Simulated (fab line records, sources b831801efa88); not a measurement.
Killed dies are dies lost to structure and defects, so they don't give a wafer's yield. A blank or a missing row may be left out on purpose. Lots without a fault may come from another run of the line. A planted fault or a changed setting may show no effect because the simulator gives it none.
fab line records | flow sky130
record lots=5 wafers=15 last_day=49
route steps=708 shown VT_ADJUST_HVTR@140 VT_ADJUST_PCH@143 SONOS_TUNNEL@154 SONOS_ONO@168
lots that met no fault: from a run of the same line without faults
start_h: hours from the record's first day to the start of the lot's first wafer shown | wait_h: hours since the lot's step before | " the same as in the row above | L1.1+2: a row that stands for several wafers | - no value, or no start given | * or withheld: withheld | < > ~ a bound
route shown NAME@n: a module of which the file shows steps, and the number in the route of the first | usual: mean/standard deviation of fault-free wafers | same: alike in all rows | chamber/n: place in a boat | sites: the reading at each site | _std_site: their standard deviation | _edge_site: outer sites' mean less inner sites' | radius_mm: how far each site lies from the wafer's centre | mask NAME#n: copy n | behind: the tool/chamber that last shaped the wafer | hold: why the lot was held/for how many hours/how that ended | device: the transistor (n, p or np) that didn't switch | end of line: the same wafers' tests at the end of the route | a step without rows: its recipe alone | killed: dies lost to structure and defects at the first sort, not the wafer's yield | map: a wafer's dies, x killed, . not, _ none there
set.NAME: the setting as run; set.NAME@STEP: as run at that earlier step | model.NAME: the simulator's own value behind a step, which no gauge read
lots at some steps of the route; a table a step, a row a wafer
services: from which hour (start_h, from the record's first day; less than 0 if before it) a tool's chamber was out of use, for how many hours, and why
## steps
# step SKY_VT_ADJUST_HVTR_IMPLANT_09
# recipe species=B energy_kev=10 dose_cm2=2.1e+12 tilt_deg=withheld
# usual beam_on_s=10.00/0.19
# columns lot.wafer tool chamber start_h wait_h beam_on_s
L075.1 implanter-02 0 210.37 0.0 10.08
L075.4 " 0 " " 9.93
L075.5 " 0 " " 9.94
L076.1 implanter-04 0 215.02 0.0 10.32
L076.2 " 0 " " 9.96
L076.5 " 0 " " 10.15
L077.1 implanter-04 0 220.67 0.0 9.78
L077.2 " 0 " " 9.98
L077.6 " 0 " " 9.97
L088.4 implanter-02 0 302.00 0.1 9.60
L088.5 " 0 " " 9.89
L088.6 " 0 " " 10.05
L093.1 implanter-02 0 344.21 0.0 9.83
L093.3 " 0 " " 9.84
L093.4 " 0 " " 10.08
# step SKY_VT_ADJUST_HVTR_STRIP_10
# recipe chemistry=O2/N2 power_w=1400 pressure_mtorr=1500 platen_temp_c=withheld o2_flow_sccm=3000 n2_flow_sccm=300 overash_fraction=0.5
# usual chamber_pressure_mTorr=1500.2/1.2 drypump_motor_current_A=5.7/0.45 oes_product_au=0.716/0.0048 strip_time_to_endpoint_s=14.16/0.03
# columns lot.wafer tool chamber start_h wait_h chamber_pressure_mTorr drypump_motor_current_A oes_product_au rf_hours_counter_h strip_time_to_endpoint_s
L075.1 plasma_asher-01 1 210.52 0.1 1501.6 5.5 0.716 55 14.13
L075.4 " 0 " " 1500.5 5.3 0.716 - 14.14
L075.5 " 0 " " 1501.9 5.3 0.715 - 14.12
L076.1 plasma_asher-03 0 215.17 0.1 1500.5 6.2 0.710 37 14.18
L076.2 " 1 " " 1499.8 6.2 0.721 37 14.18
L076.5 " 1 " " 1500.2 6.2 0.718 - 14.17
L077.1 plasma_asher-02 1 220.82 0.1 1501.1 6.2 0.723 11 14.19
L077.2 " 0 " " 1499.8 5.1 0.720 11 14.16
L077.6 " 0 " " 1501.1 5.2 0.712 - 14.16
L088.4 plasma_asher-01 1 302.11 0.1 1499.5 5.5 0.709 - 14.20
L088.5 " 0 " " 1502.2 5.3 0.723 - 14.24
L088.6 " 1 " " 1502.3 5.5 0.718 - 14.25
L093.1 plasma_asher-01 0 344.36 0.1 1501.1 5.3 0.720 69 14.13
L093.3 " 1 " " 1500.2 5.5 0.709 - 14.12
L093.4 " 0 " " 1500.4 5.3 0.714 - 14.17
# step SKY_VT_ADJUST_HVTR_TW_MEAS_11
# usual VT_ADJUST_HVTR_TW=210.9/2.5
# columns lot.wafer tool chamber start_h wait_h VT_ADJUST_HVTR_TW
L075.1 film_metro-04 - 210.62 0.1 208.6
L075.4 " - " " 209.1
L075.5 " - " " 208.7
L076.1 film_metro-04 - 215.27 0.1 207.6
L076.2 " - " " 208.5
L076.5 " - " " 208.9
L077.1 film_metro-01 - 220.92 0.1 209.2
L077.2 " - " " 209.2
L077.6 " - " " 207.8
L088.4 film_metro-01 - 302.21 0.1 210.6
L088.5 " - " " 211.3
L088.6 " - " " 212.3
L093.1 film_metro-01 - 344.46 0.1 212.8
L093.3 " - " " 211.6
L093.4 " - " " 212.1
# step SKY_VT_ADJUST_PCH_DEHYDRATE_00
# recipe temp_c=200 time_s=60
# usual heater_power_total_W=160.37/0.12
# columns lot.wafer tool chamber start_h wait_h heater_power_total_W
L075.1 litho_track-03 0 220.81 10.2 160.46
L075.4 " 0 " " 160.62
L075.5 " 0 " " 160.38
L076.1 litho_track-02 0 225.82 10.5 160.50
L076.2 " 0 " " 160.56
L076.5 " 0 " " 160.52
L077.1 litho_track-02 0 232.72 11.8 160.47
L077.2 " 0 " " 160.56
L077.6 " 0 " " 160.62
L088.4 litho_track-02 0 314.20 12.0 160.26
L088.5 " 0 " " 160.44
L088.6 " 0 " " 160.51
L093.1 litho_track-02 0 357.72 13.3 160.56
L093.3 " 0 " " 160.34
L093.4 " 0 " " 160.40
# step SKY_VT_ADJUST_PCH_HMDS_01
# recipe prime_time_s=60 prime_temp_c=120
# usual prime_temp_c=120.01/0.11
# columns lot.wafer tool chamber start_h wait_h prime_temp_c
L075.1 litho_track-03 0 220.96 0.1 119.90
L075.4 " 0 " " 119.99
L075.5 " 0 " " 119.92
L076.1 litho_track-02 0 225.97 0.1 120.04
L076.2 " 0 " " 119.94
L076.5 " 0 " " 119.95
L077.1 litho_track-02 0 232.87 0.1 119.71
L077.2 " 0 " " 119.93
L077.6 " 0 " " 119.95
L088.4 litho_track-02 0 314.35 0.1 119.92
L088.5 " 0 " " 120.01
L088.6 " 0 " " 120.04
L093.1 litho_track-02 0 357.87 0.1 119.82
L093.3 " 0 " " 119.87
L093.4 " 0 " " 119.72
# step SKY_VT_ADJUST_PCH_COAT_02
# recipe spin_rpm=2000 resist_thk_nm=3000
# columns lot.wafer tool chamber start_h wait_h
L075.1+4+5 litho_track-03 0 221.11 0.1
L076.1+2+5 litho_track-02 0 226.12 0.1
L077.1+2+6 litho_track-02 0 233.02 0.1
L088.4+5+6 litho_track-02 0 314.50 0.1
L093.1+3+4 litho_track-02 0 358.02 0.1
# step SKY_VT_ADJUST_PCH_SOFTBAKE_03
# recipe temp_c=110 time_s=withheld
# usual heater_power_total_W=65.30/0.14
# columns lot.wafer tool chamber start_h wait_h heater_power_total_W
L075.1 litho_track-03 0 221.26 0.1 65.54
L075.4 " 0 " " 65.30
L075.5 " 0 " " 65.06
L076.1 litho_track-02 0 226.27 0.1 65.16
L076.2 " 0 " " 65.47
L076.5 " 0 " " 65.29
L077.1 litho_track-02 0 233.17 0.1 65.02
L077.2 " 0 " " 65.47
L077.6 " 0 " " 65.14
L088.4 litho_track-02 0 314.67 0.1 65.26
L088.5 " 0 " " 65.14
L088.6 " 0 " " 65.15
L093.1 litho_track-02 0 358.17 0.1 65.36
L093.3 " 0 " " 65.16
L093.4 " 0 " " 65.15
# step SKY_VT_ADJUST_PCH_EXPOSE_04
# recipe mask_id=NWM na=0.6 source_shape=conventional sigma_outer=0.6 polarization=unpolarized target_cd_nm=840 dose_mj=255
# columns lot.wafer tool chamber start_h wait_h mask
L075.1+4+5 iline_stepper-01 0 - - NWM#0
L076.1+2+5 iline_stepper-01 0 - - NWM#0
L077.1+2+6 iline_stepper-02 0 - - NWM#0
L088.4+5+6 iline_stepper-02 0 - - NWM#0
L093.1+3+4 iline_stepper-02 0 - - NWM#0
# step SKY_VT_ADJUST_PCH_PEB_05
# recipe temp_c=115 time_s=withheld
# usual heater_power_total_W=69.34/0.12
# columns lot.wafer tool chamber start_h wait_h heater_power_total_W
L075.1 litho_track-03 0 - - 69.16
L075.4 " 0 " " 69.37
L075.5 " 0 " " 69.23
L076.1 litho_track-01 0 - - 69.19
L076.2 " 0 " " 69.44
L076.5 " 0 " " 69.16
L077.1 litho_track-01 0 - - 69.26
L077.2 " 0 " " 69.29
L077.6 " 0 " " 69.48
L088.4 litho_track-03 0 - - 69.46
L088.5 " 0 " " 69.27
L088.6 " 0 " " 69.39
L093.1 litho_track-01 0 - - 69.23
L093.3 " 0 " " 69.43
L093.4 " 0 " " 69.46
# step SKY_VT_ADJUST_PCH_DEVELOP_06
# recipe wall_angle_deg=90 developer=TMAH develop_time_s=60 dev_temp_c=23
# usual developer_temp_C=23.00/0.11
# columns lot.wafer tool chamber start_h wait_h developer_temp_C
L075.1 litho_track-03 0 - - 22.93
L075.4 " 0 " " 23.00
L075.5 " 0 " " 23.01
L076.1 litho_track-01 0 - - 22.89
L076.2 " 0 " " 22.97
L076.5 " 0 " " 22.85
L077.1 litho_track-01 0 - - 22.82
L077.2 " 0 " " 22.94
L077.6 " 0 " " 22.91
L088.4 litho_track-03 0 - - 22.98
L088.5 " 0 " " 23.05
L088.6 " 0 " " 22.90
L093.1 litho_track-01 0 - - 23.21
L093.3 " 0 " " 23.18
L093.4 " 0 " " 23.22
# step SKY_VT_ADJUST_PCH_OVL_MEAS_07
# usual VT_ADJUST_PCH_OVL=-0.1/1.3
# columns lot.wafer tool chamber start_h wait_h VT_ADJUST_PCH_OVL[nm]
L075.1 overlay-01 - 233.81 - -2.3
L075.4 " - " " -0.3
L075.5 " - " " -0.7
L076.1 overlay-02 - 237.95 - 0.6
L076.2 " - " " 1.7
L076.5 " - " " -0.2
L077.1 overlay-01 - 244.55 - -1.4
L077.2 " - " " 2.0
L077.6 " - " " -0.2
L088.4 overlay-02 - 327.38 - -0.7
L088.5 " - " " 0.5
L088.6 " - " " -0.2
L093.1 overlay-01 - 371.50 - -0.9
L093.3 " - " " -0.6
L093.4 " - " " 0.7
# step SKY_VT_ADJUST_PCH_IMPLANT_08
# recipe species=B energy_kev=10 dose_cm2=5e+11 tilt_deg=withheld
# usual beam_on_s=9.98/0.19
# columns lot.wafer tool chamber start_h wait_h beam_on_s
L075.1 implanter-02 0 233.85 0.0 9.90
L075.4 " 0 " " 10.24
L075.5 " 0 " " 10.16
L076.1 implanter-02 0 237.99 0.0 10.13
L076.2 " 0 " " 10.24
L076.5 " 0 " " 10.15
L077.1 implanter-02 0 244.59 0.0 10.05
L077.2 " 0 " " 9.59
L077.6 " 0 " " 9.83
L088.4 implanter-03 0 327.47 0.1 10.03
L088.5 " 0 " " 9.97
L088.6 " 0 " " 9.72
L093.1 implanter-04 0 371.54 0.0 10.16
L093.3 " 0 " " 9.99
L093.4 " 0 " " 9.90
# step SKY_VT_ADJUST_PCH_STRIP_09
# recipe chemistry=O2/N2 power_w=1400 pressure_mtorr=1500 platen_temp_c=withheld o2_flow_sccm=3000 n2_flow_sccm=300 overash_fraction=0.5
# usual chamber_pressure_mTorr=1499.9/1.4 drypump_motor_current_A=5.9/0.34 oes_product_au=0.723/0.0043 strip_time_to_endpoint_s=36.98/0.11
# columns lot.wafer tool chamber start_h wait_h chamber_pressure_mTorr drypump_motor_current_A oes_product_au rf_hours_counter_h strip_time_to_endpoint_s
L075.1 plasma_asher-02 0 234.00 0.1 1500.1 5.1 0.722 12 36.80
L075.4 " 0 " " 1500.8 5.1 0.723 - 36.88
L075.5 " 0 " " 1500.1 5.1 0.720 - 36.85
L076.1 plasma_asher-03 0 238.14 0.1 1501.4 6.1 0.721 39 37.10
L076.2 " 1 " " 1498.7 6.1 0.729 39 37.09
L076.5 " 1 " " 1497.8 6.2 0.730 - 37.07
L077.1 plasma_asher-02 1 244.74 0.1 1500.9 6.2 0.720 14 37.04
L077.2 " 0 " " 1498.9 5.2 0.731 14 36.92
L077.6 " 1 " " 1497.5 6.2 0.720 - 36.96
L088.4 plasma_asher-04 1 327.58 0.1 1500.8 6.0 0.726 - 37.09
L088.5 " 0 " " 1499.6 5.7 0.731 - 36.90
L088.6 " 1 " " 1501.8 6.0 0.719 - 36.89
L093.1 plasma_asher-02 1 371.69 0.1 1503.6 6.2 0.719 25 36.72
L093.3 " 0 " " 1499.9 5.1 0.722 - 36.73
L093.4 " 1 " " 1501.9 6.2 0.722 - 36.81
# step SKY_VT_ADJUST_PCH_TW_MEAS_10
# usual VT_ADJUST_PCH_TW=142.6/1.3
# columns lot.wafer tool chamber start_h wait_h VT_ADJUST_PCH_TW
L075.1 film_metro-02 - 234.10 0.1 144.8
L075.4 " - " " 145.0
L075.5 " - " " 145.6
L076.1 film_metro-01 - 238.24 0.1 142.4
L076.2 " - " " 142.6
L076.5 " - " " 142.2
L077.1 film_metro-01 - 244.84 0.1 142.5
L077.2 " - " " 143.7
L077.6 " - " " 141.9
L088.4 film_metro-04 - 327.68 0.1 140.6
L088.5 " - " " 141.0
L088.6 " - " " 140.2
L093.1 film_metro-01 - 371.79 0.1 142.6
L093.3 " - " " 142.9
L093.4 " - " " 143.4
# step SKY_SONOS_TUNNEL_DEHYDRATE_00
# recipe temp_c=200 time_s=60
# usual heater_power_total_W=160.38/0.13
# columns lot.wafer tool chamber start_h wait_h heater_power_total_W
L075.1 litho_track-02 0 244.77 10.7 160.57
L075.4 " 0 " " 160.47
L075.5 " 0 " " 160.53
L076.1 litho_track-04 0 248.60 10.4 160.47
L076.2 " 0 " " 160.06
L076.5 " 0 " " 160.15
L077.1 litho_track-04 0 256.05 11.2 160.28
L077.2 " 0 " " 160.38
L077.6 " 0 " " 160.23
L088.4 litho_track-01 0 340.33 12.6 160.45
L088.5 " 0 " " 160.52
L088.6 " 0 " " 160.59
L093.1 litho_track-01 0 385.35 13.6 160.38
L093.3 " 0 " " 160.42
L093.4 " 0 " " 160.41
# step SKY_SONOS_TUNNEL_HMDS_01
# recipe prime_time_s=60 prime_temp_c=120
# usual prime_temp_c=120.03/0.13
# columns lot.wafer tool chamber start_h wait_h prime_temp_c
L075.1 litho_track-02 0 244.92 0.1 120.17
L075.4 " 0 " " 120.15
L075.5 " 0 " " 119.97
L076.1 litho_track-04 0 248.75 0.1 120.15
L076.2 " 0 " " 120.00
L076.5 " 0 " " 120.00
L077.1 litho_track-04 0 256.20 0.1 120.14
L077.2 " 0 " " 120.02
L077.6 " 0 " " 120.19
L088.4 litho_track-01 0 340.48 0.1 120.22
L088.5 " 0 " " 120.24
L088.6 " 0 " " 120.35
L093.1 litho_track-01 0 385.50 0.1 119.86
L093.3 " 0 " " 119.91
L093.4 " 0 " " 120.18
# step SKY_SONOS_TUNNEL_COAT_02
# recipe resist=NOVOLAK spin_rpm=3000 resist_thk_nm=1140
# columns lot.wafer tool chamber start_h wait_h
L075.1+4+5 litho_track-02 0 245.07 0.1
L076.1+2+5 litho_track-04 0 248.90 0.1
L077.1+2+6 litho_track-04 0 256.35 0.1
L088.4+5+6 litho_track-01 0 340.63 0.1
L093.1+3+4 litho_track-01 0 385.65 0.1
# step SKY_SONOS_TUNNEL_SOFTBAKE_03
# recipe temp_c=90 time_s=60 resist=NOVOLAK
# usual heater_power_total_W=56.60/0.044
# columns lot.wafer tool chamber start_h wait_h heater_power_total_W
L075.1 litho_track-02 0 245.22 0.1 56.58
L075.4 " 0 " " 56.63
L075.5 " 0 " " 56.62
L076.1 litho_track-04 0 249.05 0.1 56.62
L076.2 " 0 " " 56.65
L076.5 " 0 " " 56.71
L077.1 litho_track-04 0 256.50 0.1 56.57
L077.2 " 0 " " 56.58
L077.6 " 0 " " 56.58
L088.4 litho_track-01 0 340.78 0.1 56.55
L088.5 " 0 " " 56.61
L088.6 " 0 " " 56.61
L093.1 litho_track-01 0 385.80 0.1 56.65
L093.3 " 0 " " 56.61
L093.4 " 0 " " 56.48
# step SKY_SONOS_TUNNEL_EXPOSE_04
# recipe mask_id=TUNM na=0.6 source_shape=conventional sigma_outer=0.6 polarization=unpolarized target_cd_nm=410 dose_mj=136
# columns lot.wafer tool chamber start_h wait_h mask
L075.1+4+5 iline_stepper-01 0 - - TUNM#0
L076.1+2+5 iline_stepper-02 0 - - TUNM#0
L077.1+2+6 iline_stepper-02 0 - - TUNM#0
L088.4+5+6 iline_stepper-02 0 - - TUNM#0
L093.1+3+4 iline_stepper-01 0 - - TUNM#0
# step SKY_SONOS_TUNNEL_PEB_05
# recipe temp_c=withheld time_s=* resist=NOVOLAK
# columns lot.wafer tool chamber start_h wait_h
L075.1+4+5 litho_track-02 0 - -
L076.1+2+5 litho_track-04 0 - -
L077.1+2+6 litho_track-04 0 - -
L088.4+5+6 litho_track-04 0 - -
L093.1+3+4 litho_track-04 0 - -
# step SKY_SONOS_TUNNEL_DEVELOP_06
# recipe resist=NOVOLAK developer=TMAH develop_time_s=60 dev_temp_c=23
# usual developer_temp_C=23.04/0.11
# columns lot.wafer tool chamber start_h wait_h developer_temp_C
L075.1 litho_track-02 0 256.92 0.1 22.89
L075.4 " 0 " " 23.00
L075.5 " 0 " " 23.00
L076.1 litho_track-04 0 260.85 0.1 22.91
L076.2 " 0 " " 22.71
L076.5 " 0 " " 22.84
L077.1 litho_track-04 0 267.55 0.1 23.11
L077.2 " 0 " " 23.05
L077.6 " 0 " " 22.96
L088.4 litho_track-04 0 353.63 0.1 23.01
L088.5 " 0 " " 22.81
L088.6 " 0 " " 22.97
L093.1 litho_track-04 0 399.45 0.1 22.98
L093.3 " 0 " " 23.01
L093.4 " 0 " " 23.02
# step SKY_SONOS_TUNNEL_CD_MEAS_07
# recipe target_cd_nm=410
# usual cd_nm=410.2/2.4
# columns lot.wafer tool chamber start_h wait_h cd_nm
L075.1 cd_sem-02 - 257.07 0.1 412.6
L075.4 " - " " 412.1
L075.5 " - " " 411.3
L076.1 cd_sem-01 - 261.00 0.1 410.2
L076.2 " - " " 409.8
L076.5 " - " " 408.5
L077.1 cd_sem-02 - 267.70 0.1 409.0
L077.2 " - " " 407.7
L077.6 " - " " 410.4
L088.4 cd_sem-02 - 353.76 0.1 410.5
L088.5 " - " " 408.8
L088.6 " - " " 408.0
L093.1 cd_sem-01 - 399.60 0.1 411.9
L093.3 " - " " 412.4
L093.4 " - " " 412.8
# step SKY_SONOS_TUNNEL_OVL_MEAS_08
# usual SONOS_TUNNEL_OVL=0.0/1.2
# columns lot.wafer tool chamber start_h wait_h SONOS_TUNNEL_OVL[nm]
L075.1 overlay-01 - 257.19 0.1 -0.4
L075.4 " - " " -2.9
L075.5 " - " " -1.0
L076.1 overlay-02 - 261.12 0.1 -1.2
L076.2 " - " " -0.6
L076.5 " - " " -1.0
L077.1 overlay-02 - 267.82 0.1 1.3
L077.2 " - " " 0.8
L077.6 " - " " 0.8
L088.4 overlay-02 - 353.84 0.1 0.0
L088.5 " - " " 1.2
L088.6 " - " " 0.3
L093.1 overlay-02 - 399.72 0.1 0.6
L093.3 " - " " 1.6
L093.4 " - " " 1.2
# step SKY_SONOS_TUNNEL_IMPLANT_09
# recipe species=B energy_kev=20 dose_cm2=1e+12 tilt_deg=withheld
# usual beam_on_s=9.99/0.18
# columns lot.wafer tool chamber start_h wait_h beam_on_s
L075.1 implanter-01 0 257.23 0.0 10.03
L075.4 " 0 " " 10.19
L075.5 " 0 " " 10.05
L076.1 implanter-03 0 261.16 0.0 10.10
L076.2 " 0 " " 9.80
L076.5 " 0 " " 10.04
L077.1 implanter-03 0 267.86 0.0 10.18
L077.2 " 0 " " 9.98
L077.6 " 0 " " 9.56
L088.4 implanter-04 0 353.93 0.1 10.17
L088.5 " 0 " " 9.95
L088.6 " 0 " " 10.30
L093.1 implanter-03 0 399.76 0.0 9.83
L093.3 " 0 " " 10.19
L093.4 " 0 " " 9.94
# step SKY_SONOS_TUNNEL_WET_ETCH_10
# recipe chemistry=dHF target_depth_nm=14 target=SiO2 dilution=100:1 temp_c=25 time_s=280
# columns lot.wafer tool chamber start_h wait_h
L075.1+4+5 wet_bench-04 2 257.38 0.1
L076.1+2+5 wet_bench-04 3 261.31 0.1
L077.1+2+6 wet_bench-03 1 268.01 0.1
L088.4+5+6 wet_bench-03 0 354.01 0.1
L093.1+3+4 wet_bench-04 0 399.91 0.1
# step SKY_SONOS_TUNNEL_STRIP_11
# recipe chemistry=SPM time_s=600 temp_c=130
# columns lot.wafer tool chamber start_h wait_h
L075.1+4+5 wet_bench-02 2 257.46 0.0
L076.1+2+5 wet_bench-03 3 261.40 0.0
L077.1+2+6 wet_bench-04 3 268.10 0.0
L088.4+5+6 wet_bench-02 0 354.10 0.0
L093.1+3+4 wet_bench-02 2 399.99 0.0
# step SKY_SONOS_TUNNEL_TW_MEAS_12
# usual SONOS_TUNNEL_TW=199.2/1.7
# columns lot.wafer tool chamber start_h wait_h SONOS_TUNNEL_TW
L075.1 film_metro-02 - 257.64 0.0 197.5
L075.4 " - " " 198.0
L075.5 " - " " 198.2
L076.1 film_metro-01 - 261.60 0.0 197.1
L076.2 " - " " 196.3
L076.5 " - " " 196.6
L077.1 film_metro-01 - 268.28 0.0 197.0
L077.2 " - " " 196.6
L077.6 " - " " 196.5
L088.4 film_metro-02 - 354.32 0.0 199.1
L088.5 " - " " 199.5
L088.6 " - " " 200.3
L093.1 film_metro-02 - 400.17 0.0 200.0
L093.3 " - " " 200.1
L093.4 " - " " 199.6
# step SKY_SONOS_TUNNEL_CLEAN_13
# recipe chemistry=dHF time_s=20 dilution=100:1 dry=ipa_marangoni
# columns lot.wafer tool chamber start_h wait_h
L075.1+4+5 wet_bench-03 1 257.70 0.1
L076.1+2+5 wet_bench-04 0 261.66 0.1
L077.1+2+6 wet_bench-02 3 268.34 0.1
L088.4+5+6 wet_bench-04 0 354.35 0.0
L093.1+3+4 wet_bench-04 3 400.23 0.1
# step SKY_SONOS_ONO_OXIDATION_00
# recipe temp_c=800 ambient=O2 idle_temp_c=700 ramp_up_c_per_min=10 ramp_down_c_per_min=3 stabilise_s=600 purge_s=300 target_thk_a=26 ox_time_s=1249
# usual spike_tc_centre_C=799.5/1.2 zone_power_lower_pct=14.4/1.3
# same stabilise_s=600
# columns lot.wafer tool chamber start_h wait_h spike_tc_centre_C zone_power_lower_pct
L075.1 furnace-02 0 259.80 2.1 798.8 13.3
L075.4 " 0 " " 798.8 13.2
L075.5 " 0 " " 797.9 13.6
L076.1 furnace-01 0 262.91 1.2 801.0 16.2
L076.2 " 0 " " 800.2 15.9
L076.5 " 0 " " 801.2 15.9
L077.1 furnace-02 0 270.55 2.2 797.0 13.2
L077.2 " 0 " " 798.4 13.3
L077.6 " 0 " " 800.6 13.4
L088.4 furnace-02 0 354.94 0.6 798.3 13.3
L088.5 " 0 " " 798.7 13.2
L088.6 " 0 " " 798.1 13.2
L093.1 furnace-01 0 402.16 1.9 801.3 15.7
L093.3 " 0 " " 798.9 15.8
L093.4 " 0 " " 800.6 16.2
# step SKY_SONOS_ONO_THK_MEAS_01
# recipe reads=SiO2_of_SONOS_ONO_OXIDATION_00
# usual SONOS_ONO_OXIDATION_THK=2.59/0.061
# columns lot.wafer tool chamber start_h wait_h SONOS_ONO_OXIDATION_THK[nm]
L075.1 film_metro-04 - 261.15 0.0 2.50
L075.4 " - " " 2.60
L075.5 " - " " 2.58
L076.1 film_metro-03 - 264.25 0.0 2.64
L076.2 " - " " 2.59
L076.5 " - " " 2.61
L077.1 film_metro-02 - 271.89 0.0 2.59
L077.2 " - " " 2.57
L077.6 " - " " 2.53
L088.4 film_metro-03 - 356.32 0.0 2.42
L088.5 " - " " 2.44
L088.6 " - " " 2.52
L093.1 film_metro-02 - 403.51 0.0 2.68
L093.3 " - " " 2.65
L093.4 " - " " 2.61
# step SKY_SONOS_ONO_CVD_02
# recipe material=Si3N4 precursor=DCS/NH3 target_thk_nm=10.5 temp_c=770 time_s=180 pressure_mtorr=250
# usual spike_tc_centre_C=772.1/0.95 zone_power_lower_pct=11.71/0.15
# columns lot.wafer tool chamber start_h wait_h spike_tc_centre_C zone_power_lower_pct
L075.1 lpcvd-02 0 261.21 0.1 772.9 11.79
L075.4 " 0 " " 772.7 11.77
L075.5 " 0 " " 771.0 11.60
L076.1 lpcvd-02 0 264.75 0.5 771.6 11.78
L076.2 " 0 " " 772.4 11.99
L076.5 " 0 " " 770.9 11.81
L077.1 lpcvd-02 1 271.95 0.1 770.5 11.76
L077.2 " 1 " " 773.2 11.71
L077.6 " 1 " " 771.0 11.60
L088.4 lpcvd-02 1 358.72 2.4 769.8 11.46
L088.5 " 1 " " 771.4 11.52
L088.6 " 1 " " 772.7 11.54
L093.1 lpcvd-02 0 409.50 6.0 773.3 11.99
L093.3 " 0 " " 771.7 11.89
L093.4 " 0 " " 772.0 11.79
# step SKY_SONOS_ONO_THK_MEAS_03
# recipe reads=Si3N4_of_SONOS_ONO_CVD_02
# usual SONOS_ONO_CVD_02_THK=10.46/0.15
# columns lot.wafer tool chamber start_h wait_h SONOS_ONO_CVD_02_THK[nm]
L075.1 film_metro-02 - 262.26 0.0 10.32
L075.4 " - " " 10.21
L075.5 " - " " 10.39
L076.1 film_metro-04 - 265.80 0.0 10.28
L076.2 " - " " 10.41
L076.5 " - " " 10.25
L077.1 film_metro-03 - 273.00 0.0 10.30
L077.2 " - " " 10.32
L077.6 " - " " 10.25
L088.4 film_metro-02 - 360.32 0.0 10.80
L088.5 " - " " 10.82
L088.6 " - " " 10.80
L093.1 film_metro-03 - 411.07 0.0 10.43
L093.3 " - " " 10.46
L093.4 " - " " 10.49
# step SKY_SONOS_ONO_CVD_04
# recipe material=SiO2 precursor=SiH4/N2O target_thk_nm=5.7199 temp_c=900 pressure_mtorr=400
# usual spike_tc_centre_C=901.1/1.4 zone_power_lower_pct=18.1/0.99
# columns lot.wafer tool chamber start_h wait_h spike_tc_centre_C zone_power_lower_pct
L075.1 lpcvd-03 1 262.32 0.1 897.1 16.9
L075.4 " 1 " " 899.9 17.1
L075.5 " 1 " " 902.2 16.8
L076.1 lpcvd-03 0 265.86 0.1 902.8 18.9
L076.2 " 0 " " 901.3 18.6
L076.5 " 0 " " 901.5 19.0
L077.1 lpcvd-03 1 273.06 0.1 902.0 16.8
L077.2 " 1 " " 902.1 17.1
L077.6 " 1 " " 899.6 17.1
L088.4 lpcvd-03 0 360.35 0.0 901.1 18.9
L088.5 " 0 " " 902.0 18.8
L088.6 " 0 " " 902.6 19.0
L093.1 lpcvd-03 0 411.13 0.1 900.3 19.0
L093.3 " 0 " " 901.6 19.1
L093.4 " 0 " " 901.2 18.8
# step SKY_SONOS_ONO_THK_MEAS_05
# recipe reads=SiO2_of_SONOS_ONO_CVD_04
# usual SONOS_ONO_CVD_04_THK=5.66/0.11
# columns lot.wafer tool chamber start_h wait_h SONOS_ONO_CVD_04_THK[nm]
L075.1 film_metro-02 - 263.57 0.0 5.66
L075.4 " - " " 5.63
L075.5 " - " " 5.68
L076.1 film_metro-02 - 267.11 0.0 5.62
L076.2 " - " " 5.62
L076.5 " - " " 5.59
L077.1 film_metro-02 - 274.31 0.0 5.65
L077.2 " - " " 5.77
L077.6 " - " " 5.67
L088.4 film_metro-04 - 361.63 0.0 5.61
L088.5 " - " " 5.61
L088.6 " - " " 5.54
L093.1 film_metro-03 - 413.01 0.0 5.71
L093.3 " - " " 5.74
L093.4 " - " " 5.73
# step SKY_SONOS_ONO_DEHYDRATE_06
# recipe temp_c=200 time_s=60
# usual heater_power_total_W=160.38/0.13
# columns lot.wafer tool chamber start_h wait_h heater_power_total_W
L075.1 litho_track-04 0 274.55 11.0 160.52
L075.4 " 0 " " 160.17
L075.5 " 0 " " 160.40
L076.1 litho_track-03 0 278.31 11.2 160.37
L076.2 " 0 " " 160.44
L076.5 " 0 " " 160.34
L077.1 litho_track-04 0 285.70 11.4 160.44
L077.2 " 0 " " 160.56
L077.6 " 0 " " 160.54
L088.4 litho_track-03 0 374.44 12.8 160.54
L088.5 " 0 " " 160.61
L088.6 " 0 " " 160.18
L093.1 litho_track-03 0 427.51 14.5 160.36
L093.3 " 0 " " 160.27
L093.4 " 0 " " 160.57
# step SKY_SONOS_ONO_HMDS_07
# recipe prime_time_s=60 prime_temp_c=120
# usual prime_temp_c=119.99/0.13
# columns lot.wafer tool chamber start_h wait_h prime_temp_c
L075.1 litho_track-04 0 274.70 0.1 119.86
L075.4 " 0 " " 120.04
L075.5 " 0 " " 119.86
L076.1 litho_track-03 0 278.46 0.1 119.91
L076.2 " 0 " " 119.94
L076.5 " 0 " " 119.91
L077.1 litho_track-04 0 285.85 0.1 120.28
L077.2 " 0 " " 120.34
L077.6 " 0 " " 120.07
L088.4 litho_track-03 0 374.59 0.1 120.34
L088.5 " 0 " " 119.90
L088.6 " 0 " " 120.13
L093.1 litho_track-03 0 427.66 0.1 120.10
L093.3 " 0 " " 120.06
L093.4 " 0 " " 120.03
# step SKY_SONOS_ONO_COAT_08
# recipe resist=NOVOLAK spin_rpm=3000 resist_thk_nm=1140
# columns lot.wafer tool chamber start_h wait_h
L075.1+4+5 litho_track-04 0 274.85 0.1
L076.1+2+5 litho_track-03 0 278.61 0.1
L077.1+2+6 litho_track-04 0 286.00 0.1
L088.4+5+6 litho_track-03 0 374.74 0.1
L093.1+3+4 litho_track-03 0 427.81 0.1
## services
# columns tool chamber start_h hours kind
lpcvd-02 - 199.10 6.1 pm
furnace-02 - 199.27 5.0 pm
plasma_asher-01 - 205.48 0.9 repair
furnace-02 - 220.87 7.4 pm
iline_stepper-02 - 229.03 1.7 pm
implanter-03 - 235.80 1.3 repair
lpcvd-02 - 248.18 6.7 repair
implanter-04 - 258.52 1.2 repair
lpcvd-02 - 269.11 2.8 pm
furnace-02 - 278.75 4.1 pm
implanter-04 - 298.02 4.0 pm
lpcvd-03 - 301.27 14.6 pm
plasma_asher-02 - 328.95 5.1 repair
plasma_asher-02 - 343.80 2.8 pm
implanter-02 - 378.81 3.5 repair
implanter-02 - 379.05 2.3 repair
iline_stepper-01 - 380.72 1.7 pm
wet_bench-02 - 382.39 3.0 repair
implanter-02 - 399.87 3.8 pm
iline_stepper-02 - 404.06 8.9 pm
implanter-03 - 405.99 1.3 repair
wet_bench-04 - 411.58 4.5 repair
lpcvd-03 - 416.58 2.9 repair
implanter-04 - 422.54 3.0 pm
## key
fault none
